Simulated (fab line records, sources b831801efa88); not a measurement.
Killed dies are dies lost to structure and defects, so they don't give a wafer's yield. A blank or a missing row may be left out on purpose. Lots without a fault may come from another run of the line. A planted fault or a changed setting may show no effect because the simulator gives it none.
A struck lot beside a sound one | flow sky130 | 33 steps out of a route of 708
Sound: wafers L761.1, L761.3, L761.6. Struck: wafers L770.2, L770.4, L770.5. The cause comes at the end.
At each step with rows: each side's tool, then ch and its chambers, then its first start. Under that, the readings that differ: sound wafers | struck wafers | difference of the means | sigmas: that difference in standard deviations of wafers without a fault.
alike: readings whose means differ by less than 2 such deviations, and words and numbers that are the same on both sides. not compared: withheld readings, readings that some wafer has no value for, bounds like >300 that may hide the same value, and numbers for which the record gives no deviation and whose values overlap.
The two part at a step that has a row with sigmas, a row that says differs or no value, or rows on one side only. Numbers that don't overlap but have no deviation are shown without sigmas and don't part them. A reading that every wafer of one side lacks parts them only if that side has two wafers or more.

first, 4 steps without rows for these wafers: SKY_PWDE_SOFTBAKE_03; SKY_PWDE_EXPOSE_04 (exposes mask PWDEM, target cd 840 nm); SKY_PWDE_PEB_05; SKY_PWDE_DEVELOP_06 (develop time 60 s).
SKY_PWDE_OVL_MEAS_07:
  sound on overlay-01, day 4 02:28; struck on overlay-02, day 6 04:43
  alike: PWDE_OVL
then, 1 step without rows for these wafers: SKY_PWDE_IMPLANT_08.
SKY_PWDE_STRIP_09: strips in O2/N2.
  sound on plasma_asher-04 ch 0, day 4 02:38; struck on plasma_asher-03 ch 0,1, day 6 04:53
  reading                      | sound             | struck            | difference | sigmas
  oes_product_au (a.u.)        | 0.713 0.723 0.722 | 0.724 0.731 0.728 | +0.008     | +2
  strip_time_to_endpoint_s (s) | 37.07 37.08 37.12 | 36.72 36.77 36.72 | -0.35      | -3
  alike: drypump_motor_current_A
  not compared: rf_hours_counter_h
SKY_PWDE_TW_MEAS_10:
  sound on film_metro-03, day 4 02:44; struck on film_metro-03, day 6 05:00
  alike: PWDE_TW
then, 4 steps without rows for these wafers: SKY_NWELL_DEHYDRATE_03 (time 60 s); SKY_NWELL_HMDS_04 (prime time 60 s); SKY_NWELL_COAT_05 (resist thk 3000 nm); SKY_NWELL_SOFTBAKE_06.
SKY_NWELL_EXPOSE_07: exposes mask NWM, target cd 840 nm.
  sound on iline_stepper-02 ch 0, day 4 11:56; struck on iline_stepper-01 ch 0, day 6 14:37
  reading | sound             | struck                                             | difference | sigmas
  mask    | NWM#0 NWM#0 NWM#0 | NWM_COMPLEMENT#0 NWM_COMPLEMENT#0 NWM_COMPLEMENT#0 | differs    |
then, 2 steps without rows for these wafers: SKY_NWELL_PEB_08; SKY_NWELL_DEVELOP_09 (develop time 60 s).
SKY_NWELL_OVL_MEAS_10:
  sound on overlay-01, day 4 19:59; struck on overlay-01, day 7 00:41
  reading           | sound         | struck | difference                    | sigmas
  NWELL_00_OVL (nm) | 1.9 -0.3 -0.4 | - - -  | no value on the struck wafers |
then, 3 steps without rows for these wafers: SKY_NWELL_IMPLANT_11; SKY_NWELL_IMPLANT_12; SKY_NWELL_IMPLANT_13.
SKY_NWELL_STRIP_14: strips in O2/N2.
  sound on plasma_asher-04 ch 0,1, day 4 20:28; struck on plasma_asher-01 ch 0,1, day 7 01:10
  alike: drypump_motor_current_A, oes_product_au, strip_time_to_endpoint_s
  not compared: rf_hours_counter_h
SKY_NWELL_TW_MEAS_15:
  sound on film_metro-03, day 4 20:34; struck on film_metro-04, day 7 01:17
  reading  | sound          | struck   | difference | sigmas
  NWELL_TW | 1817 1821 1829 | 30 30 30 | -1792      | -99 or more
then, 7 steps without rows for these wafers: SKY_NWELL_DEHYDRATE_16 (time 60 s); SKY_NWELL_HMDS_17 (prime time 60 s); SKY_NWELL_COAT_18 (resist thk 3000 nm); SKY_NWELL_SOFTBAKE_19; SKY_NWELL_EXPOSE_20 (exposes mask NWM COMPLEMENT, target cd 840 nm); SKY_NWELL_PEB_21; SKY_NWELL_DEVELOP_22 (develop time 60 s).
SKY_NWELL_OVL_MEAS_23:
  sound on overlay-02, day 5 13:46; struck on overlay-02, day 7 20:28
  alike: NWELL_01_OVL
then, 1 step without rows for these wafers: SKY_NWELL_IMPLANT_24.
SKY_NWELL_STRIP_25: strips in O2/N2.
  sound on plasma_asher-04 ch 0,1, day 5 13:57; struck on plasma_asher-01 ch 0,1, day 7 20:38
  alike: drypump_motor_current_A, oes_product_au, strip_time_to_endpoint_s
  not compared: rf_hours_counter_h
SKY_NWELL_TW_MEAS_26:
  sound on film_metro-03, day 5 14:03; struck on film_metro-02, day 7 20:45
  reading    | sound       | struck         | difference | sigmas
  NWELL_2_TW | 501 499 499 | 1802 1808 1813 | +1308      | +99 or more
then, 1 step without rows for these wafers: SKY_NWELL_CLEAN_27 (cleans in SC1/SC2, time 150 s).

WHERE THEY PART
First at SKY_PWDE_STRIP_09; last, within this record, at SKY_NWELL_TW_MEAS_26.

WHY: what the simulator had put in
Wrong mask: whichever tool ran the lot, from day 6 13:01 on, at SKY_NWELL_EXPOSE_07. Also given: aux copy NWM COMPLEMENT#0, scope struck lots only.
